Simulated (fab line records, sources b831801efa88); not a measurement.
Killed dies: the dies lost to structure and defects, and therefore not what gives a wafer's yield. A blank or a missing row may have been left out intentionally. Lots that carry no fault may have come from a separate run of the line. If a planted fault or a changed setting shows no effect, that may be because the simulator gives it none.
Which tool did it? + flow sky130 + 12 lots with 36 wafers sampled at 3 steps, on a route of 708 steps

WHAT EACH GAUGE READ, for each wafer
SKY_METAL5_THK_MEAS_06: measures by xrf. Usual: METAL5_ALCU_THK 1152 nm, standard deviation 13.
| lot  | measured     | on            | METAL5_ALCU_THK (nm) | flag |
|------|--------------|---------------|----------------------|------|
| L816 | day 42 23:11 | film_metro-03 | 1154 1133 1142       |      |
| L818 | day 43 09:37 | film_metro-02 | 1128 1152 1154       |      |
| L819 | day 43 20:52 | film_metro-02 | 1151 1144 1141       |      |
| L820 | day 44 11:47 | film_metro-01 | 1164 1162 1147       |      |
| L822 | day 44 21:29 | film_metro-02 | 1157 1163 1155       |      |
| L823 | day 45 14:06 | film_metro-01 | 1135 1140 1140       |      |
| L826 | day 45 20:20 | film_metro-03 | 1156 1170 1161       |      |
| L827 | day 46 03:47 | film_metro-03 | 1143 1141 1144       |      |
| L828 | day 46 16:31 | film_metro-01 | 1145 1137 1140       |      |
| L835 | day 47 22:10 | film_metro-01 | 1144 1171 1170       |      |
| L837 | day 48 11:34 | film_metro-02 | 1150 1141 1150       |      |
| L838 | day 48 18:01 | film_metro-01 | 1142 1142 1149       |      |

TOOL THAT RAN EACH LOT (tool first, then ch and the chambers of the sampled wafers, then the start)
| lot  | SKY_METAL4_SPUTTER_03        | SKY_VIA4_SPUTTER_17          |
|------|------------------------------|------------------------------|
| L816 | pvd_sputter-02, day 39 20:10 | pvd_sputter-04, day 42 22:06 |
| L818 | pvd_sputter-04, day 40 08:26 | pvd_sputter-01, day 43 08:38 |
| L819 | pvd_sputter-04, day 40 17:22 | pvd_sputter-04, day 43 19:53 |
| L820 | pvd_sputter-04, day 41 11:28 | pvd_sputter-04, day 44 10:37 |
| L822 | pvd_sputter-04, day 41 21:25 | pvd_sputter-02, day 44 20:12 |
| L823 | pvd_sputter-04, day 42 16:47 | pvd_sputter-04, day 45 13:07 |
| L826 | pvd_sputter-03, day 42 22:39 | pvd_sputter-04, day 45 19:21 |
| L827 | pvd_sputter-02, day 43 06:38 | pvd_sputter-04, day 46 02:47 |
| L828 | pvd_sputter-02, day 43 20:42 | pvd_sputter-04, day 46 15:20 |
| L835 | pvd_sputter-02, day 45 04:09 | pvd_sputter-01, day 47 20:58 |
| L837 | pvd_sputter-02, day 45 19:57 | pvd_sputter-04, day 48 10:26 |
| L838 | pvd_sputter-02, day 46 02:46 | pvd_sputter-02, day 48 17:01 |
- SKY_METAL4_SPUTTER_03: material Ti, target thk 5 nm, time 3.3 s.
- SKY_VIA4_SPUTTER_17: material TiN, target thk 20 nm, time 80 s.

AS READ BY THE TOOLS THEMSELVES (means over the sampled wafers that have a number; for cases with no such wafer, the mark the record gives instead)
SKY_METAL4_SPUTTER_03. Usual: throttle_valve_pct reads 30.0 % (standard deviation 0.79).
| lot  | tool           | throttle_valve_pct (%) | flag |
|------|----------------|------------------------|------|
| L816 | pvd_sputter-02 | 29.9                   |      |
| L818 | pvd_sputter-04 | 30.4                   |      |
| L819 | pvd_sputter-04 | 29.8                   |      |
| L820 | pvd_sputter-04 | 30.3                   |      |
| L822 | pvd_sputter-04 | 29.6                   |      |
| L823 | pvd_sputter-04 | 29.8                   |      |
| L826 | pvd_sputter-03 | 29.9                   |      |
| L827 | pvd_sputter-02 | 29.9                   |      |
| L828 | pvd_sputter-02 | 29.6                   |      |
| L835 | pvd_sputter-02 | 30.3                   |      |
| L837 | pvd_sputter-02 | 30.0                   |      |
| L838 | pvd_sputter-02 | 29.8                   |      |

SKY_VIA4_SPUTTER_17. Usual: throttle_valve_pct reads 29.7 % (standard deviation 0.86).
| lot  | tool           | throttle_valve_pct (%) | flag |
|------|----------------|------------------------|------|
| L816 | pvd_sputter-04 | 29.2                   |      |
| L818 | pvd_sputter-01 | 30.7                   |      |
| L819 | pvd_sputter-04 | 29.7                   |      |
| L820 | pvd_sputter-04 | 30.4                   |      |
| L822 | pvd_sputter-02 | 30.0                   |      |
| L823 | pvd_sputter-04 | 29.7                   |      |
| L826 | pvd_sputter-04 | 29.2                   |      |
| L827 | pvd_sputter-04 | 29.6                   |      |
| L828 | pvd_sputter-04 | 30.4                   |      |
| L835 | pvd_sputter-01 | 29.4                   |      |
| L837 | pvd_sputter-04 | 29.1                   |      |
| L838 | pvd_sputter-02 | 29.9                   |      |

THE ANSWER, worked out from the rows above alone
Rule: take the mean of a lot's wafers that have a number; if it is more than 3 standard deviations from the usual mean, the lot is off. A lot without any number at a reading at which 4 lots or more have one is off too. Where the step has rows for the other lots, those lots are counted as sound. First the gauges in route order, then the tools' own readings, where a lot's mean is used as printed above. The first step at which some lot is off is used, and at that step the reading that is off furthest; a lot without a number counts as furthest.
Nothing can be told from this: no lot is off at any reading shown.

WHAT WAS PUT IN BY THE SIMULATOR
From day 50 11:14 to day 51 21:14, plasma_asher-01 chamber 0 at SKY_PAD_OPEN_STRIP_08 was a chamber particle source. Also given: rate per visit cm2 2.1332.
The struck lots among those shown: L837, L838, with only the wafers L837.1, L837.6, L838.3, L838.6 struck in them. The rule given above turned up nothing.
